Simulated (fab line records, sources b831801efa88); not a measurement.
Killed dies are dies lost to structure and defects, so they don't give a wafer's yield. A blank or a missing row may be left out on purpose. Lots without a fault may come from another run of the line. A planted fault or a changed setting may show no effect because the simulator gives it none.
One fault seen from 2 desks | flow sky130 | each desk has only its own numbers; what lay behind them comes last

THE METROLOGY DESK
What the gauges read, lot by lot, whatever tool the lot ran on: means of the sampled wafers that have a number. A lot is out of limits, marked OUT, if its mean lies more than 4 standard deviations from the usual mean; the brackets give that distance.
Columns: A = LDD_N_OVL at SKY_LDD_N_OVL_MEAS_07, usual 1.2 nm
lot  | first seen here | A
L132 | day 18 04:32    | 0.5
L135 | day 19 05:49    | 2.5
L143 | day 22 13:24    | 1.2
L145 | day 23 14:53    | 2.2
L147 | day 24 08:08    | -2.0
L153 | day 25 19:09    | 1.8
This desk's finding: nothing out of limits on any of the 6 lots.

THE TOOL OWNER'S DESK: implanter-02
The tool's own readings at SKY_LDD_N_IMPLANT_13: means of the sampled wafers that have a number, for each lot that ran on this tool. A lot is out of limits, marked OUT, if its mean lies more than 4 standard deviations from the usual mean; the brackets give that distance.
Columns: A = dose_ions_cm2 at SKY_LDD_N_IMPLANT_13, usual 5e+12; B = faraday_current_uA at SKY_LDD_N_IMPLANT_13, usual 28.3
lot  | first seen here | A                       | B
L132 | day 18 05:20    | 5e+12                   | 28.7
L143 | day 22 14:15    | 8e+12 (+99 or more) OUT | 45.2 (+32) OUT
L145 | day 23 15:41    | 8e+12 (+99 or more) OUT | 45.5 (+32) OUT
This desk's finding: out of limits on L143, L145; first on L143, day 22 14:15 (dose_ions_cm2 at SKY_LDD_N_IMPLANT_13). In limits: L132.

PUT TOGETHER
The tool owner's desk could have raised an alarm at day 22 14:15, on L143, L145.
The metrology desk saw nothing out of limits.
The metrology desk has L143, L145 on record, within its limits.
Of the lots named, all ran SKY_LDD_N_IMPLANT_13 on implanter-02.

WHAT THE SIMULATOR HAD PUT IN
Process parameter drift: implanter-02, from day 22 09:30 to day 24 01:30, at SKY_LDD_N_IMPLANT_13. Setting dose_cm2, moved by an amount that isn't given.
Lots struck among those shown: L143, L145.
Hours from the fault's start to each desk's first reading out of limits: the tool owner's desk, 5.
